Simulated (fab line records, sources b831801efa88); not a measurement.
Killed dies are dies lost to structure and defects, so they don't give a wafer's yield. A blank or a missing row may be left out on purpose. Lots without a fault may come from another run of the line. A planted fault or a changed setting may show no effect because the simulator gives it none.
fab line records | flow sky130
record lots=6 wafers=18 last_day=50
route steps=708 shown METAL5@664 PAD_OPEN@708
lots that met no fault: from a run of the same line without faults
start_h: hours from the record's first day to the start of the lot's first wafer shown | wait_h: hours since the lot's step before | " the same as in the row above | L1.1+2: a row that stands for several wafers | - no value, or no start given | * or withheld: withheld | < > ~ a bound
route shown NAME@n: a module of which the file shows steps, and the number in the route of the first | usual: mean/standard deviation of fault-free wafers | same: alike in all rows | chamber/n: place in a boat | sites: the reading at each site | _std_site: their standard deviation | _edge_site: outer sites' mean less inner sites' | radius_mm: how far each site lies from the wafer's centre | mask NAME#n: copy n | behind: the tool/chamber that last shaped the wafer | hold: why the lot was held/for how many hours/how that ended | device: the transistor (n, p or np) that didn't switch | end of line: the same wafers' tests at the end of the route | a step without rows: its recipe alone | killed: dies lost to structure and defects at the first sort, not the wafer's yield | map: a wafer's dies, x killed, . not, _ none there
set.NAME: the setting as run; set.NAME@STEP: as run at that earlier step | model.NAME: the simulator's own value behind a step, which no gauge read
lots at some steps of the route; a table a step, a row a wafer
services: from which hour (start_h, from the record's first day; less than 0 if before it) a tool's chamber was out of use, for how many hours, and why
## steps
# step SKY_METAL5_SPUTTER_03
# recipe material=Ti target_thk_nm=5 power_w=3000 time_s=3.3 chamber_pressure_pa=0.4
# usual throttle_valve_pct=30.3/0.94
# columns lot.wafer tool chamber start_h wait_h throttle_valve_pct
L824.2 pvd_sputter-01 - 1038.31 0.0 31.3
L824.4 " - " " 27.7
L824.5 " - " " 32.1
L825.1 pvd_sputter-03 - 1046.94 0.0 30.1
L825.2 " - " " 30.5
L825.6 " - " " 30.4
L832.4 pvd_sputter-03 - 1092.78 0.0 30.3
L832.5 " - " " 30.4
L832.6 " - " " 31.0
L833.2 pvd_sputter-03 - 1098.73 0.0 30.2
L833.3 " - " " 30.1
L833.4 " - " " 30.6
L839.1 pvd_sputter-03 - 1132.94 0.0 30.1
L839.2 " - " " 29.8
L839.4 " - " " 30.4
L840.1 pvd_sputter-01 - 1144.63 0.0 31.8
L840.3 " - " " 31.0
L840.6 " - " " 31.2
# step SKY_METAL5_SPUTTER_04
# recipe material=TiN target_thk_nm=70 power_w=6500 time_s=58.3 chamber_pressure_pa=0.4078
# usual throttle_valve_pct=30.3/0.92
# columns lot.wafer tool chamber start_h wait_h throttle_valve_pct
L824.2 pvd_sputter-01 - 1038.32 0.0 31.5
L824.4 " - " " 27.7
L824.5 " - " " 31.7
L825.1 pvd_sputter-03 - 1046.96 0.0 29.8
L825.2 " - " " 30.3
L825.6 " - " " 30.3
L832.4 pvd_sputter-03 - 1092.80 0.0 30.2
L832.5 " - " " 30.3
L832.6 " - " " 31.1
L833.2 pvd_sputter-03 - 1098.75 0.0 29.9
L833.3 " - " " 30.0
L833.4 " - " " 30.5
L839.1 pvd_sputter-03 - 1132.96 0.0 30.3
L839.2 " - " " 30.0
L839.4 " - " " 30.3
L840.1 pvd_sputter-01 - 1144.65 0.0 31.9
L840.3 " - " " 31.2
L840.6 " - " " 31.3
# step SKY_METAL5_RS_MEAS_05
# recipe thk_meas_gauge=four-point-probe reads=TiN_of_METAL5_SPUTTER_04+Ti_of_METAL5_SPUTTER_03+AlCu_of_METAL5_SPUTTER_02+TiN_of_METAL5_SPUTTER_01+Ti_of_METAL5_SPUTTER_00
# usual METAL5_ALCU_RS=0.02697/0.00025
# columns lot.wafer tool chamber start_h wait_h METAL5_ALCU_RS[ohm/sq]
L824.2 film_metro-03 - 1038.39 0.0 0.02719
L824.4 " - " " 0.02745
L824.5 " - " " 0.0274
L825.1 film_metro-02 - 1047.01 0.0 0.02694
L825.2 " - " " 0.02696
L825.6 " - " " 0.02695
L832.4 film_metro-04 - 1092.91 0.1 0.02683
L832.5 " - " " 0.02673
L832.6 " - " " 0.02674
L833.2 film_metro-04 - 1098.82 0.0 0.02656
L833.3 " - " " 0.02661
L833.4 " - " " 0.02655
L839.1 film_metro-03 - 1133.01 0.0 0.0269
L839.2 " - " " 0.02685
L839.4 " - " " 0.02675
L840.1 film_metro-03 - 1144.70 0.0 0.02709
L840.3 " - " " 0.02694
L840.6 " - " " 0.02678
# step SKY_METAL5_THK_MEAS_06
# recipe thk_meas_gauge=xrf reads=AlCu_of_METAL5_SPUTTER_02
# usual METAL5_ALCU_THK=1153/13
# columns lot.wafer tool chamber start_h wait_h METAL5_ALCU_THK[nm]
L824.2 film_metro-03 - 1038.50 0.1 1142
L824.4 " - " " 1135
L824.5 " - " " 1137
L825.1 film_metro-02 - 1047.13 0.1 1158
L825.2 " - " " 1153
L825.6 " - " " 1156
L832.4 film_metro-04 - 1093.00 0.1 1168
L832.5 " - " " 1177
L832.6 " - " " 1171
L833.2 film_metro-04 - 1098.93 0.1 1168
L833.3 " - " " 1168
L833.4 " - " " 1178
L839.1 film_metro-03 - 1133.13 0.1 1161
L839.2 " - " " 1168
L839.4 " - " " 1173
L840.1 film_metro-03 - 1144.82 0.1 1153
L840.3 " - " " 1158
L840.6 " - " " 1160
# step SKY_METAL5_DEHYDRATE_07
# recipe temp_c=200 time_s=60
# step SKY_METAL5_HMDS_08
# recipe prime_time_s=60 prime_temp_c=120
# step SKY_METAL5_COAT_09
# recipe resist=NOVOLAK spin_rpm=3000 resist_thk_nm=1800
# step SKY_METAL5_SOFTBAKE_10
# recipe temp_c=90 time_s=60 resist=NOVOLAK
# step SKY_METAL5_EXPOSE_11
# recipe mask_id=MM5 na=0.6 source_shape=conventional sigma_outer=0.6 polarization=unpolarized target_cd_nm=1600 dose_mj=190
# step SKY_METAL5_PEB_12
# recipe temp_c=withheld time_s=* resist=NOVOLAK
# step SKY_METAL5_DEVELOP_13
# recipe resist=NOVOLAK developer=TMAH develop_time_s=60 dev_temp_c=23
# step SKY_METAL5_DESCUM_14
# recipe chemistry=O2 source_power_w=150 bias_power_w=0 pressure_mtorr=10 temp_c=40 time_s=11
# usual drypump_motor_current_A=5.4/0.34 he_backside_leak_sccm=3.33/0.24 oes_product_au=1.002/0.0071
# columns lot.wafer tool chamber start_h wait_h drypump_motor_current_A he_backside_leak_sccm oes_product_au rf_hours_counter_h
L824.2 rie_metal-04 0 1060.75 0.1 5.3 3.14 0.992 16
L824.4 " 1 " " 5.8 3.32 0.985 -
L824.5 " 1 " " 5.8 3.17 0.990 -
L825.1 rie_metal-04 0 1068.19 0.1 5.4 3.33 1.003 16
L825.2 " 1 " " 5.8 3.47 1.001 23
L825.6 " 1 " " 5.8 3.28 0.993 -
L832.4 rie_metal-04 1 1113.07 0.1 5.8 3.64 1.004 -
L832.5 " 1 " " 5.8 3.31 1.001 -
L832.6 " 0 " " 5.4 3.11 1.004 -
L833.2 rie_metal-04 0 1118.26 0.1 5.3 3.43 0.992 21
L833.3 " 0 " " 5.3 3.37 1.005 -
L833.4 " 1 " " 5.8 3.55 1.004 -
L839.1 rie_metal-03 1 1151.49 0.1 5.0 5.42 1.010 10
L839.2 " 0 " " 5.7 3.24 1.005 24
L839.4 " 1 " " 5.0 3.42 1.015 -
L840.1 rie_metal-01 0 1162.09 0.1 4.9 3.31 1.009 13
L840.3 " 0 " " 4.9 3.31 1.002 -
L840.6 " 0 " " 4.9 3.25 1.009 -
# step SKY_METAL5_METAL_ETCH_15
# recipe target_depth_a=12600 stop_on=SiO2 over_etch_frac=0.2 time_s=252 chemistry=Cl2/BCl3 resist_sidewall_deg=86 pressure_mtorr=10 icp_w=900 bias_w=48.5 Cl2_flow_sccm=60 bcl3_flow_sccm=30
# usual drypump_motor_current_A=5.4/0.34 he_backside_leak_sccm=3.33/0.23 oes_product_au=0.894/0.0042 over_etch_frac=0.2/0 throttle_valve_pct=22.264/0.0094
# columns lot.wafer tool chamber start_h wait_h drypump_motor_current_A he_backside_leak_sccm oes_product_au over_etch_frac rf_hours_counter_h throttle_valve_pct model.NOVOLAK_of_METAL5_COAT_09.thk_nm model.METAL5.cd_nm model.SiO2_of_VIA4_HDPCVD_00.thk_nm
L824.2 rie_metal-04 0 1060.78 0.0 5.4 3.43 0.892 0.2 16 22.256 1026 1607 548.7
L824.4 " 1 " " 5.8 3.41 0.895 0.2 - 22.261 1024 1605 550.3
L824.5 " 1 " " 5.8 3.42 0.889 0.2 - 22.260 1038 1601 548.1
L825.1 rie_metal-04 0 1068.23 0.0 5.3 3.17 0.891 0.2 17 22.252 1041 1604 548.5
L825.2 " 1 " " 5.8 3.22 0.897 0.2 23 22.261 1050 1599 549.2
L825.6 " 1 " " 5.8 3.36 0.900 0.2 - 22.274 1050 1606 549.1
L832.4 rie_metal-04 1 1113.17 0.1 5.8 3.45 0.825 0.38141 - 22.275 934.7 1592 547.1
L832.5 " 1 " " 5.8 3.40 0.825 0.38141 - 22.277 935.8 1590 546.8
L832.6 " 0 " " 5.3 3.41 0.820 0.38141 - 22.267 923.4 1587 546.7
L833.2 rie_metal-04 0 1118.29 0.0 5.4 3.23 0.831 0.38141 21 22.273 914.5 1588 543.2
L833.3 " 0 " " 5.4 3.34 0.829 0.38141 - 22.261 917.8 1587 544.1
L833.4 " 1 " " 5.8 3.16 0.834 0.38141 - 22.265 910.7 1585 542.9
L839.1 rie_metal-03 1 1151.53 0.0 5.0 3.42 0.899 0.2 10 22.266 1019 1597 548.6
L839.2 " 0 " " 5.7 3.37 0.896 0.2 24 22.276 1025 1596 547.9
L839.4 " 1 " " 5.0 3.37 0.893 0.2 - 22.255 1021 1600 548.1
L840.1 rie_metal-01 0 1162.13 0.0 4.9 3.38 0.892 0.2 13 22.263 1035 1601 549.1
L840.3 " 0 " " 4.9 3.58 0.893 0.2 - 22.254 1033 1602 547.2
L840.6 " 0 " " 4.9 3.64 0.888 0.2 - 22.265 1029 1604 549.3
# step SKY_METAL5_STRIP_16
# recipe chemistry=O2/N2 power_w=1400 pressure_mtorr=1500 platen_temp_c=withheld o2_flow_sccm=3000 n2_flow_sccm=300 overash_fraction=0.5
# usual drypump_motor_current_A=5.6/0.31 oes_product_au=0.710/0.0046 strip_time_to_endpoint_s=13.03/0.1
# columns lot.wafer tool chamber start_h wait_h drypump_motor_current_A oes_product_au rf_hours_counter_h strip_time_to_endpoint_s
L824.2 plasma_asher-01 1 1061.02 0.2 5.5 0.710 61 12.96
L824.4 " 1 " " 5.5 0.713 - 12.94
L824.5 " 0 " " 5.3 0.708 - 13.14
L825.1 plasma_asher-03 1 1068.46 0.2 5.3 0.713 33 13.14
L825.2 " 0 " " 5.7 0.703 33 13.24
L825.6 " 0 " " 5.7 0.706 - 13.22
L832.4 plasma_asher-04 0 1113.36 0.1 5.6 0.709 - 11.97
L832.5 " 1 " " 6.3 0.714 - 11.97
L832.6 " 0 " " 5.6 0.715 - 11.84
L833.2 plasma_asher-04 1 1118.53 0.2 6.3 0.720 5 11.73
L833.3 " 0 " " 5.6 0.712 - 11.77
L833.4 " 1 " " 6.3 0.710 - 11.70
L839.1 plasma_asher-01 0 1151.76 0.2 5.4 0.714 70 12.87
L839.2 " 1 " " 5.5 0.709 70 12.95
L839.4 " 0 " " 5.4 0.707 - 12.91
L840.1 plasma_asher-01 1 1162.36 0.2 5.5 0.707 71 13.08
L840.3 " 0 " " 5.3 0.714 - 13.06
L840.6 " 0 " " 5.4 0.698 - 13.00
# step SKY_METAL5_STRIP_17
# recipe chemistry=post_etch_residue_remover time_s=1200 temp_c=72.5
# step SKY_PAD_OPEN_PROBE_99
# usual defect_limited_yield=82.2/1.7 killed_at_M0_to_M3=44/6.3 killed_at_M4_up=3.1/2 killed_at_contacts=24/4.8 killed_at_front_end=15/4.6 killed_at_other=0.2/0.51 killed_dies=87/8.4 killed_open=48/6.4 killed_short=39/5.9 sort_bin_3_pad_short=0.9/0.41 sort_bin_5_function=10.5/1.4 sort_bin_6_memory=6.3/1.1 sort_n_pass=405/8.4 sort_yield_pct=82.2/1.7
# same gross_dies=492 killed_at_back_side=0 sort_bin_4_leakage[%]=0 sort_bin_8_speed[%]=0
# columns lot.wafer tool chamber start_h wait_h defect_limited_yield[%] killed_at_M0_to_M3 killed_at_M4_up killed_at_contacts killed_at_front_end killed_at_other killed_dies killed_open killed_short sort_bin_3_pad_short[%] sort_bin_5_function[%] sort_bin_6_memory[%] sort_n_pass sort_yield_pct[%] model.etest.met5.width_nm
L824.2 prober-02 - 1104.53 0.1 83.9 40 3 23 13 0 79 39 40 0.6 9.6 5.9 413 83.9 1610
L824.4 prober-02 - 1104.63 0.2 79.3 50 2 20 30 0 102 62 40 0.6 11.8 8.3 390 79.3 1605
L824.5 prober-02 - 1104.68 0.2 80.3 40 1 37 19 0 97 59 38 0.8 11.8 7.1 395 80.3 1602
L825.1 prober-01 - 1112.98 0.1 80.3 43 4 28 22 0 97 57 40 1.2 11.8 6.7 395 80.3 1607
L825.2 prober-01 - 1113.03 0.1 81.5 45 4 28 14 0 91 46 45 1.0 10.4 7.1 401 81.5 1601
L825.6 prober-01 - 1113.23 0.2 82.9 46 4 17 17 0 84 47 37 0.6 10.6 5.9 408 82.9 1606
L832.4 prober-02 - 1154.60 0.2 81.5 59 3 16 13 0 91 50 41 1.2 11.2 6.1 401 81.5 1593
L832.5 prober-02 - 1154.65 0.2 81.5 50 4 23 14 0 91 53 38 1.2 10.6 6.7 401 81.5 1592
L832.6 prober-02 - 1154.70 0.2 81.5 44 3 32 12 0 91 47 44 0.6 11.8 6.1 401 81.5 1587
L833.2 prober-01 - 1158.68 0.1 81.9 36 5 30 17 1 89 50 39 1.0 11.0 6.1 403 81.9 1591
L833.3 prober-01 - 1158.73 0.2 81.9 43 3 33 9 1 89 49 40 0.8 10.0 7.3 403 81.9 1582
L833.4 prober-01 - 1158.78 0.2 81.7 37 4 32 16 1 90 51 39 1.2 12.2 4.9 402 81.7 1582
L839.1 prober-01 - 1188.59 0.1 81.5 43 3 22 23 0 91 50 41 1.0 12.0 5.5 401 81.5 1596
L839.2 prober-01 - 1188.64 0.1 84.3 44 1 25 7 0 77 42 35 0.6 8.7 6.3 415 84.3 1594
L839.4 prober-01 - 1188.74 0.2 81.1 53 3 25 12 0 93 51 42 0.4 11.4 7.1 399 81.1 1601
L840.1 prober-01 - 1197.80 0.1 85.2 43 2 18 10 0 73 41 32 0.2 9.1 5.5 419 85.2 1604
L840.3 prober-01 - 1197.90 0.2 86.8 38 5 14 8 0 65 31 34 0.6 6.1 6.5 427 86.8 1603
L840.6 prober-01 - 1198.05 0.2 82.3 42 1 31 13 0 87 56 31 0.6 9.3 7.7 405 82.3 1605
# killed by level:class
L824.2 CONTACT:geometric_particle:open=7 VIA2:geometric_particle:open=7 VIA3:geometric_particle:open=7 CONTACT:geometric_particle:short=6 LI_CONTACT:geometric_particle:short=5 VIA1:geometric_particle:open=5 VIA1:geometric_particle:short=4 METAL2:geometric_particle:short=4
L824.4 VIA1:geometric_particle:open=13 CONTACT:geometric_particle:open=8 FIELD_ISO:geometric_particle:open=7 METAL2:geometric_particle:short=7 POLY_GATE:geometric_particle:short=6 POLY_GATE:geometric_particle:open=6 VIA2:geometric_particle:open=6 VIA3:geometric_particle:open=6
L824.5 CONTACT:geometric_particle:open=15 LI_CONTACT:geometric_particle:short=8 VIA1:geometric_particle:open=8 VIA1:geometric_particle:short=7 VIA3:geometric_particle:open=7 FIELD_ISO:geometric_particle:open=6 LI_CONTACT:geometric_particle:open=6 FIELD_ISO:geometric_particle:short=5
L825.1 LI_CONTACT:geometric_particle:open=11 VIA1:geometric_particle:open=11 POLY_GATE:geometric_particle:open=10 CONTACT:geometric_particle:open=10 METAL1:geometric_particle:short=6 FIELD_ISO:geometric_particle:open=5 METAL2:geometric_particle:short=5 VIA2:geometric_particle:short=5
L825.2 CONTACT:geometric_particle:short=9 CONTACT:geometric_particle:open=9 VIA1:geometric_particle:open=8 VIA2:geometric_particle:open=8 METAL1:geometric_particle:short=7 VIA3:geometric_particle:open=7 LI_CONTACT:geometric_particle:short=5 METAL2:geometric_particle:short=5
L825.6 VIA1:geometric_particle:open=13 CONTACT:geometric_particle:open=9 METAL2:geometric_particle:short=7 VIA2:geometric_particle:open=7 FIELD_ISO:geometric_particle:open=6 VIA1:geometric_particle:short=5 POLY_GATE:geometric_particle:short=4 VIA3:geometric_particle:open=4
L832.4 VIA1:geometric_particle:open=15 VIA1:geometric_particle:short=8 METAL2:geometric_particle:short=8 LI_CONTACT:geometric_particle:open=7 CONTACT:geometric_particle:open=7 METAL1:geometric_particle:short=7 FIELD_ISO:geometric_particle:short=5 VIA2:geometric_particle:open=5
L832.5 LI_CONTACT:geometric_particle:open=9 VIA3:geometric_particle:open=9 VIA1:geometric_particle:open=8 METAL2:geometric_particle:short=7 CONTACT:geometric_particle:open=6 VIA2:geometric_particle:open=6 LI_CONTACT:geometric_particle:short=5 FIELD_ISO:geometric_particle:open=4
L832.6 LI_CONTACT:geometric_particle:open=11 CONTACT:geometric_particle:open=9 VIA1:geometric_particle:open=9 METAL2:geometric_particle:short=7 VIA3:geometric_particle:short=6 VIA3:geometric_particle:open=6 VIA2:geometric_particle:open=5 POLY_GATE:geometric_particle:short=5
L833.2 CONTACT:geometric_particle:open=9 VIA1:geometric_particle:open=9 LI_CONTACT:geometric_particle:open=8 CONTACT:geometric_particle:short=6 FIELD_ISO:geometric_particle:open=5 VIA1:geometric_particle:short=5 FIELD_ISO:geometric_particle:short=4 POLY_GATE:geometric_particle:short=4
L833.3 CONTACT:geometric_particle:open=13 VIA3:geometric_particle:open=8 VIA2:geometric_particle:open=8 LI_CONTACT:geometric_particle:open=7 CONTACT:geometric_particle:short=6 METAL1:geometric_particle:short=5 FIELD_ISO:geometric_particle:open=4 LOCAL_INTERCONNECT:geometric_particle:short=4
L833.4 VIA1:geometric_particle:open=10 CONTACT:geometric_particle:open=9 LI_CONTACT:geometric_particle:open=8 VIA3:geometric_particle:open=7 LOCAL_INTERCONNECT:geometric_particle:short=6 POLY_GATE:geometric_particle:short=5 CONTACT:geometric_particle:short=5 VIA1:geometric_particle:short=5
L839.1 VIA1:geometric_particle:open=11 VIA3:geometric_particle:open=8 FIELD_ISO:geometric_particle:open=7 CONTACT:geometric_particle:open=6 FIELD_ISO:geometric_particle:short=5 POLY_GATE:geometric_particle:open=5 LOCAL_INTERCONNECT:geometric_particle:short=5 METAL2:geometric_particle:short=5
L839.2 VIA1:geometric_particle:open=12 CONTACT:geometric_particle:open=11 LI_CONTACT:geometric_particle:open=8 METAL1:geometric_particle:short=8 VIA1:geometric_particle:short=6 LOCAL_INTERCONNECT:geometric_particle:short=5 VIA2:geometric_particle:short=4 VIA3:geometric_particle:open=4
L839.4 VIA1:geometric_particle:open=14 VIA1:geometric_particle:short=10 LI_CONTACT:geometric_particle:open=8 CONTACT:geometric_particle:open=7 VIA3:geometric_particle:open=6 VIA2:geometric_particle:open=5 METAL1:geometric_particle:open=5 METAL2:geometric_particle:short=5
L840.1 CONTACT:geometric_particle:open=9 VIA1:geometric_particle:open=8 VIA3:geometric_particle:open=8 METAL1:geometric_particle:short=7 VIA2:geometric_particle:open=5 METAL2:geometric_particle:short=5 LI_CONTACT:geometric_particle:open=4 VIA1:geometric_particle:short=4
L840.3 METAL1:geometric_particle:short=11 LI_CONTACT:geometric_particle:open=6 VIA1:geometric_particle:open=5 VIA2:geometric_particle:open=5 VIA3:geometric_particle:open=5 FIELD_ISO:geometric_particle:short=3 FIELD_ISO:geometric_particle:open=3 LI_CONTACT:geometric_particle:short=3
L840.6 LI_CONTACT:geometric_particle:open=16 VIA1:geometric_particle:open=11 VIA2:geometric_particle:open=7 LOCAL_INTERCONNECT:geometric_particle:short=5 CONTACT:geometric_particle:open=5 FIELD_ISO:geometric_particle:open=4 CONTACT:geometric_particle:short=4 METAL1:geometric_particle:short=4
## services
# columns tool chamber start_h hours kind
plasma_asher-04 - 1018.18 0.6 repair
pvd_sputter-01 3 1020.98 - consumable_replace:kit
pvd_sputter-01 3 1020.98 18.0 scheduled_down
pvd_sputter-01 3 1020.98 18.0 vent_cycle
plasma_asher-01 - 1044.02 2.3 repair
pvd_sputter-03 1 1047.01 - consumable_replace:kit
pvd_sputter-03 1 1047.01 18.0 scheduled_down
pvd_sputter-03 1 1047.01 18.0 vent_cycle
plasma_asher-04 - 1055.25 9.0 pm
rie_metal-01 - 1061.38 2.8 pm
plasma_asher-01 - 1070.74 0.4 repair
rie_metal-03 - 1086.78 10.4 repair
plasma_asher-03 - 1094.23 1.4 repair
rie_metal-01 - 1101.92 14.6 pm
rie_metal-04 1 1121.73 - clean
rie_metal-04 1 1121.73 - consumable_replace:focus_ring
rie_metal-04 1 1121.73 21.3 scheduled_down
rie_metal-04 1 1121.73 21.3 vent_cycle
plasma_asher-01 - 1124.36 2.8 repair
rie_metal-04 - 1136.33 2.8 pm
pvd_sputter-01 - 1139.45 2.7 repair
pvd_sputter-03 - 1143.09 0.6 repair
pvd_sputter-01 2 1148.85 - consumable_replace:kit
pvd_sputter-01 2 1148.85 18.0 scheduled_down
## key
first_sign step=SKY_METAL5_METAL_ETCH_15 reading=over_etch_frac direction=up sigmas=99+ usual=0.2 struck=0.38141
effect step=SKY_METAL5_METAL_ETCH_15 reading=oes_product_au direction=down sigmas=16 usual=0.894 struck=0.827
effect step=SKY_METAL5_STRIP_16 reading=strip_time_to_endpoint_s direction=down sigmas=12 usual=* struck=*
model_effect step=SKY_METAL5_METAL_ETCH_15 value=NOVOLAK_of_METAL5_COAT_09.thk_nm without=1036 struck=922.8
model_effect step=SKY_PAD_OPEN_PROBE_99 value=etest.met5.width_nm without=1601 struck=1588
met_at SKY_METAL5_METAL_ETCH_15
struck_wafers L832.4,L832.5,L832.6,L833.2,L833.3,L833.4
onset_between 1068.23 1113.17
fault kind=process_parameter_drift tool=rie_metal-04 chamber=- onset_h=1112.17 steps=SKY_METAL5_METAL_ETCH_15 channel=over_etch_frac offset=0.18141 shape=step end_h=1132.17 acts_in=these_recipes_only stated=0.2
